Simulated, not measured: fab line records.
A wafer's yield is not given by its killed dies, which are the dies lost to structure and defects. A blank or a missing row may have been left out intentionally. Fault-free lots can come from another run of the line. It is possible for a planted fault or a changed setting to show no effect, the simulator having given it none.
A lot that was struck, set against a sound lot :: flow gf180mcu :: 34 steps out of a route of 602
Sound: these wafers, L671.2, L671.4, L671.6. The struck wafers were L663.1, L663.4, L663.6. The cause is named last.
For every step that has rows: the tool of each side, followed by ch and its chambers, followed by its first start. Under that, the readings that differ: sound wafers :: struck wafers :: difference of the means :: sigmas: that difference in standard deviations of wafers without a fault.
alike: same words and numbers on both sides, and readings whose means sit less than 2 such deviations apart. not compared: any withheld reading, any reading some wafer has no value for, any bound like >300 that may hide the same value, and any number with overlapping values for which the record gives no deviation.
Wherever a step has rows on one side only, a row that says differs or no value, or a row with sigmas, the two part there. Numbers that don't overlap but have no deviation are shown without sigmas and don't part them. Lack of a reading on every wafer of one side parts them only where that side has two or more wafers.

GF_HV_LDD_STRIP_22: strips in O2/N2.
  sound on plasma_asher-01 ch 0,1, day 16 18:07; struck on plasma_asher-01 ch 1, day 14 05:53
  alike: drypump_motor_current_A, heater_power_w, oes_product_au, strip_time_to_endpoint_s
  not compared: rf_hours_counter_h
GF_HV_LDD_TW_MEAS_23:
  sound on film_metro-02 at day 16 18:13; struck on film_metro-01 at day 14 05:59
  alike: HV_LDD_2_TW
then, 7 steps without rows for these wafers: GF_HV_LDD_DEHYDRATE_24 (time 60 s); GF_HV_LDD_HMDS_25 (prime time 60 s); GF_HV_LDD_COAT_26 (resist thk 1000 nm); GF_HV_LDD_SOFTBAKE_27 (time 60 s); GF_HV_LDD_EXPOSE_28 (exposes mask Nplus HV AREA, target cd 400 nm); GF_HV_LDD_PEB_29; GF_HV_LDD_DEVELOP_30 (develop time 60 s).
GF_HV_LDD_CD_MEAS_31: the cd target is 400 nm.
  sound on cd_sem-02 at day 17 17:14; struck on cd_sem-01 at day 15 03:07
  alike: cd_nm
GF_HV_LDD_OVL_MEAS_32:
  sound on overlay-01 at day 17 17:21; struck on overlay-02 at day 15 03:14
  alike: HV_LDD_02_OVL
after that, 1 step had no rows for these wafers: GF_HV_LDD_IMPLANT_33.
GF_HV_LDD_IMPLANT_34:
  sound on implanter-04 ch 0, day 17 17:33; struck on implanter-03 ch 0, day 15 03:44
then, 2 steps without rows for these wafers: GF_HV_LDD_IMPLANT_35; GF_HV_LDD_IMPLANT_36.
GF_HV_LDD_STRIP_37: strips in O2/N2.
  sound on plasma_asher-04 ch 0,1, day 17 17:59; struck on plasma_asher-04 ch 0,1, day 15 04:11
  alike: drypump_motor_current_A, heater_power_w, oes_product_au, strip_time_to_endpoint_s
  not compared: rf_hours_counter_h
GF_HV_LDD_TW_MEAS_38:
  sound on film_metro-01 at day 17 18:05; struck on film_metro-02 at day 15 04:31
reading: HV_LDD_3_TW
sound: 1438 1433 1445
struck: 1537 1543 1542
difference: +102
sigmas: +8
then, 7 steps without rows for these wafers: GF_HV_LDD_DEHYDRATE_39 (time 60 s); GF_HV_LDD_HMDS_40 (prime time 60 s); GF_HV_LDD_COAT_41 (resist thk 1000 nm); GF_HV_LDD_SOFTBAKE_42 (time 60 s); GF_HV_LDD_EXPOSE_43 (exposes mask Pplus HV AREA, target cd 400 nm); GF_HV_LDD_PEB_44; GF_HV_LDD_DEVELOP_45 (develop time 60 s).
GF_HV_LDD_CD_MEAS_46: the cd target is 400 nm.
  sound on cd_sem-02 at day 18 17:26; struck on cd_sem-01 at day 16 01:40
  alike: cd_nm
GF_HV_LDD_OVL_MEAS_47:
  sound on overlay-02 at day 18 17:32; struck on overlay-02 at day 16 01:47
reading: HV_LDD_03_OVL (nm)
sound: 2.1 3.2 1.7
struck: -0.9 -0.7 -0.7
difference: -3.1
sigmas: -2
after that, 1 step had no rows for these wafers: GF_HV_LDD_IMPLANT_48.
GF_HV_LDD_STRIP_49: strips in O2/N2.
  sound on plasma_asher-04 ch 0,1, day 18 17:43; struck on plasma_asher-04 ch 0,1, day 16 02:04
  alike: drypump_motor_current_A, heater_power_w, oes_product_au, strip_time_to_endpoint_s
  not compared: rf_hours_counter_h
GF_HV_LDD_TW_MEAS_50:
  sound on film_metro-02 at day 18 17:50; struck on film_metro-01 at day 16 02:10
  alike: HV_LDD_4_TW
then, 1 step without rows for these wafers: GF_HV_LDD_CLEAN_51 (cleans in SC1/SC2, time 150 s).
GF_HV_LDD_RTA_52: time 10 s.
  sound on rtp_anneal-01 ch 0, day 18 17:56; struck on rtp_anneal-01 ch 0, day 16 02:16
  alike: lamp_power_pct, wafer_temp_C_max
GF_HV_LDD_RS_MEAS_53: uses a four-point probe to measure.
  sound on film_metro-01 at day 18 18:01; struck on film_metro-02 at day 16 02:44
reading: HV_LDD_RS (ohm/sq)
sound: 418.3 417.9 418.1
struck: 399.6 398.9 400.3
difference: -18.5
sigmas: -22
then, 1 step without rows for these wafers: GF_HV_LDD_CVD_54 (deposits SiO2 from TEOS, target thk 10 nm, time 75 s).
-- a jump in the record: the struck wafers' starts before and after are 16 days apart (it breaks off in module HV_LDD and resumes in module PASSIVATION, where the first step shown is number 602 of the route) --
GF_PASSIVATION_PROBE_99:
  rows exist in the record for the struck wafers here (prober-02, day 32 04:18), but not for the sound ones

## WHERE THEY PART
Last at GF_PASSIVATION_PROBE_99 as far as this record goes, first at GF_HV_LDD_TW_MEAS_38.

WHY: what the simulator had put in
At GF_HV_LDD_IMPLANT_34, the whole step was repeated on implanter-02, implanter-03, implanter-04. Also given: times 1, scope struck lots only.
